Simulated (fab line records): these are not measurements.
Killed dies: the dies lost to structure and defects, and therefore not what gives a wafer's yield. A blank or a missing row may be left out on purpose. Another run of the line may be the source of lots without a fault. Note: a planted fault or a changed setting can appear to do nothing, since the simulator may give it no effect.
Chamber matching / flow sky130 / rie_diel-04 running SKY_METAL3_ETCH_17: 4 sister chambers
The step etches SiO2 in C4F8/O2/Ar, stops on TiN, time 3.9 s, target depth 15 nm. 8 wafers are shown with their chamber, then 9 later ones without.

## EACH WAFER AND ITS CHAMBER
wafer=L082.4; chamber=1; oes_product_au (a.u.)=0.753
wafer=L082.5; chamber=0; oes_product_au (a.u.)=0.764
wafer=L085.1; chamber=2; oes_product_au (a.u.)=0.737
wafer=L085.4; chamber=3; oes_product_au (a.u.)=0.759
wafer=L085.5; chamber=2; oes_product_au (a.u.)=0.762
wafer=L087.1; chamber=1; oes_product_au (a.u.)=0.751
wafer=L087.2; chamber=3; oes_product_au (a.u.)=0.734
wafer=L087.4; chamber=0; oes_product_au (a.u.)=0.745

## WAFERS MISSING THEIR CHAMBER
wafer=L088.1; oes_product_au (a.u.)=0.749
wafer=L088.5; oes_product_au (a.u.)=0.769
wafer=L088.6; oes_product_au (a.u.)=0.747
wafer=L091.2; oes_product_au (a.u.)=0.742
wafer=L091.3; oes_product_au (a.u.)=0.727
wafer=L091.5; oes_product_au (a.u.)=0.749
wafer=L093.3; oes_product_au (a.u.)=0.759
wafer=L093.4; oes_product_au (a.u.)=0.741
wafer=L093.6; oes_product_au (a.u.)=0.752

## CHAMBER TAKEN BY EACH
wafer=L088.1; from the rows above=can't be placed: 2 or 3 or 1 or 0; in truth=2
wafer=L088.5; from the rows above=can't be placed: 0 or 1 or 2 or 3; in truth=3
wafer=L088.6; from the rows above=can't be placed: 3 or 2 or 1 or 0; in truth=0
wafer=L091.2; from the rows above=can't be placed: 3 or 2 or 1 or 0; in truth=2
wafer=L091.3; from the rows above=can't be placed: 3 or 2 or 1 or 0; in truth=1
wafer=L091.5; from the rows above=can't be placed: 2 or 3 or 1 or 0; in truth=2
wafer=L093.3; from the rows above=can't be placed: 0 or 1 or 2 or 3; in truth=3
wafer=L093.4; from the rows above=can't be placed: 3 or 2 or 1 or 0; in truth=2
wafer=L093.6; from the rows above=can't be placed: 1 or 0 or 2 or 3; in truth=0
0 of 9 placed correctly. Cannot be placed on the basis of these rows: 9; the candidates contain the true chamber in 9. 0 placed wrongly.
How it was worked out, from the rows above alone: a wafer's distance from a chamber is the root of the sum, over the readings, of the square of ((its reading less the chamber's mean) divided by the reading's scatter). If the next closest chamber is less than 2 further off than the closest, the wafer can't be placed; otherwise it belongs to the closest. Each chamber's mean is taken over the wafers shown for it. The scatter: take each reading less its chamber's mean, square it, sum over the shown wafers, divide by the number of wafers less the number of chambers, and take the root.
